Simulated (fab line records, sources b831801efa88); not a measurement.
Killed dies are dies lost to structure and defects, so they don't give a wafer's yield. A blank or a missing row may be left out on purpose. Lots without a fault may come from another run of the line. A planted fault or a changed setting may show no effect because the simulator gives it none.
Which tool did it? | flow sky130 | 12 lots, 36 wafers sampled, at 5 steps of a route of 708

WHAT THE GAUGES READ, wafer by wafer
SKY_LI_CONTACT_RS_MEAS_22: measures by four-point-probe.
lot  | measured     | on            | LI_CONTACT_W_RS (ohm/sq)
L476 | day 29 00:38 | film_metro-01 | 0.2890 0.2844 0.2898
L481 | day 30 21:37 | film_metro-02 | 0.2901 0.2896 0.2870
L482 | day 31 08:54 | film_metro-02 | 0.2878 0.2885 0.2865
L483 | day 31 17:13 | film_metro-03 | 0.2887 0.2875 0.2865
L484 | day 31 18:22 | film_metro-02 | 0.2914 0.2866 0.2873
L487 | day 33 05:05 | film_metro-03 | 0.2883 0.2846 0.2840
L488 | day 33 12:03 | film_metro-03 | 0.2853 0.2839 0.2845
L489 | day 33 20:44 | film_metro-01 | 0.2888 0.2857 0.2856
L490 | day 34 05:08 | film_metro-03 | 0.2857 0.2862 0.2856
L496 | day 36 04:49 | film_metro-02 | 0.2913 0.2920 0.2904
L499 | day 36 11:52 | film_metro-01 | 0.2847 0.2831 0.2836
L498 | day 36 13:41 | film_metro-02 | 0.2916 0.2871 0.2895

SKY_LI_CONTACT_THK_MEAS_23: measures by xrf.
lot  | measured     | on            | LI_CONTACT_W_THK (nm)
L476 | day 29 00:45 | film_metro-01 | 399 402 394
L481 | day 30 21:44 | film_metro-02 | 389 387 393
L482 | day 31 09:00 | film_metro-02 | 388 390 390
L483 | day 31 17:20 | film_metro-03 | 389 390 389
L484 | day 31 18:28 | film_metro-02 | 382 390 392
L487 | day 33 05:11 | film_metro-03 | 392 398 400
L488 | day 33 12:10 | film_metro-03 | 397 399 397
L489 | day 33 20:49 | film_metro-01 | 394 399 398
L490 | day 34 05:13 | film_metro-03 | 394 393 395
L496 | day 36 04:55 | film_metro-02 | 387 389 389
L499 | day 36 11:59 | film_metro-01 | 399 396 398
L498 | day 36 13:47 | film_metro-02 | 385 394 389

SKY_LOCAL_INTERCONNECT_OVL_MEAS_12.
lot  | measured     | on         | LOCAL_INTERCONNECT_OVL (nm)
L476 | day 30 05:28 | overlay-01 | 3 9 9
L481 | day 32 02:18 | overlay-01 | -5 -3 2
L482 | day 32 14:10 | overlay-02 | 0 3 -3
L483 | day 32 21:44 | overlay-01 | -1 -3 -6
L484 | day 32 23:12 | overlay-02 | -4 4 15
L487 | day 34 07:46 | overlay-01 | 9 2 6
L488 | day 34 15:17 | overlay-02 | 6 3 9
L489 | day 34 22:34 | overlay-01 | 3 -9 5
L490 | day 35 07:19 | overlay-02 | 5 5 3
L496 | day 37 06:28 | overlay-02 | 4 0 -1
L499 | day 37 13:55 | overlay-01 | 4 -2 -4
L498 | day 37 16:06 | overlay-02 | 0 -3 3

SKY_METAL1_CD_MEAS_15: target cd 140 nm.
lot  | measured     | on        | cd_nm (nm)
L476 | day 32 16:31 | cd_sem-01 | 139.8 137.5 138.7
L481 | day 34 10:56 | cd_sem-01 | 140.0 139.8 137.8
L482 | day 34 21:16 | cd_sem-02 | 142.3 141.5 142.3
L483 | day 35 05:26 | cd_sem-02 | 140.1 140.3 140.3
L484 | day 35 06:46 | cd_sem-01 | 139.5 139.0 139.8
L487 | day 36 16:04 | cd_sem-01 | 146.7 145.6 146.0
L488 | day 36 21:08 | cd_sem-02 | 144.4 144.5 145.2
L489 | day 37 04:59 | cd_sem-02 | 147.6 146.8 145.2
L490 | day 37 14:29 | cd_sem-02 | 146.6 146.1 145.0
L496 | day 39 11:51 | cd_sem-02 | 140.9 140.5 140.3
L499 | day 39 18:13 | cd_sem-01 | 139.6 139.4 141.2
L498 | day 39 20:30 | cd_sem-01 | 140.3 139.2 141.5

WHICH TOOL RAN EACH LOT (tool, then ch and the chambers of the sampled wafers, then the start)
lot  | SKY_METAL1_EXPOSE_12
L476 | krf_scanner-01 ch 0, day 32 02:29
L481 | krf_scanner-01 ch 0, day 33 22:03
L482 | krf_scanner-01 ch 0, day 34 08:29
L483 | krf_scanner-02 ch 0, day 34 16:06
L484 | krf_scanner-02 ch 0, day 34 17:25
L487 | krf_scanner-01 ch 0, day 36 03:19
L488 | krf_scanner-01 ch 0, day 36 09:50
L489 | krf_scanner-01 ch 0, day 36 15:53
L490 | krf_scanner-01 ch 0, day 37 01:25
L496 | krf_scanner-02 ch 0, day 38 23:09
L499 | krf_scanner-02 ch 0, day 39 05:51
L498 | krf_scanner-02 ch 0, day 39 08:23
- SKY_METAL1_EXPOSE_12: exposes mask MM1, target cd 140 nm.

WHAT THE TOOLS THEMSELVES READ (means of the sampled wafers that have a number; where no wafer has one, the mark that the record gives instead)
SKY_METAL1_EXPOSE_12.
lot  | tool           | exposure_dose_mJ_cm2
L476 | krf_scanner-01 | 27.92
L481 | krf_scanner-01 | 27.93
L482 | krf_scanner-01 | 27.88
L483 | krf_scanner-02 | 27.92
L484 | krf_scanner-02 | 27.85
L487 | krf_scanner-01 | 26.87
L488 | krf_scanner-01 | 26.88
L489 | krf_scanner-01 | 26.86
L490 | krf_scanner-01 | 27.29
L496 | krf_scanner-02 | 27.96
L499 | krf_scanner-02 | 27.89
L498 | krf_scanner-02 | 27.92

THE ANSWER, worked out from the rows above alone
Rule: what is usual is taken from the lots themselves. Put in order of their means at a reading, lots are off if they are a third of the lots or fewer, leave a main group of 4 or more, and stand apart from it by a gap of 3 or more times the standard deviation of the main group's means; of several such gaps the widest counts. A main group whose means are all the same, to the digits that the tables above print for the reading, isn't used. A lot without any number at a reading at which 4 lots or more have one is off too. The other lots that the step has rows for count as sound. The gauges are gone through in route order, then the tools' own readings, and for those a lot's mean is taken as printed above. The first step at which some lot is off is used, and at that step the reading that is off furthest; a lot without a number counts as furthest.
Off: L487, L488, L489, L490, at SKY_METAL1_EXPOSE_12 (exposure_dose_mJ_cm2). The main group: mean 27.91, standard deviation 0.032.
A tool fits if, at that step or a process step before it, it ran every lot that is off, and no sound lot after the first of them. One fits: krf_scanner-01 at SKY_METAL1_EXPOSE_12. Its last sound lot is L482 (day 34 08:29), its first lot that is off L487 (day 36 03:19): a fault that began between those two fits.
The tool's own readings at SKY_METAL1_EXPOSE_12 bear it out: on the lots that are off they differ by more than 5 times the standard deviation of the sound lots' means. exposure_dose_mJ_cm2 reads 26.98 there against 27.91 on the sound lots.

WHAT THE SIMULATOR HAD PUT IN
Process parameter drift: krf_scanner-01, from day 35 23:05 on, at SKY_METAL1_EXPOSE_12. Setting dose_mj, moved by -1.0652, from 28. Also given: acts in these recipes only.
Lots struck among those shown: L487, L488, L489, L490. The rule above found the same.
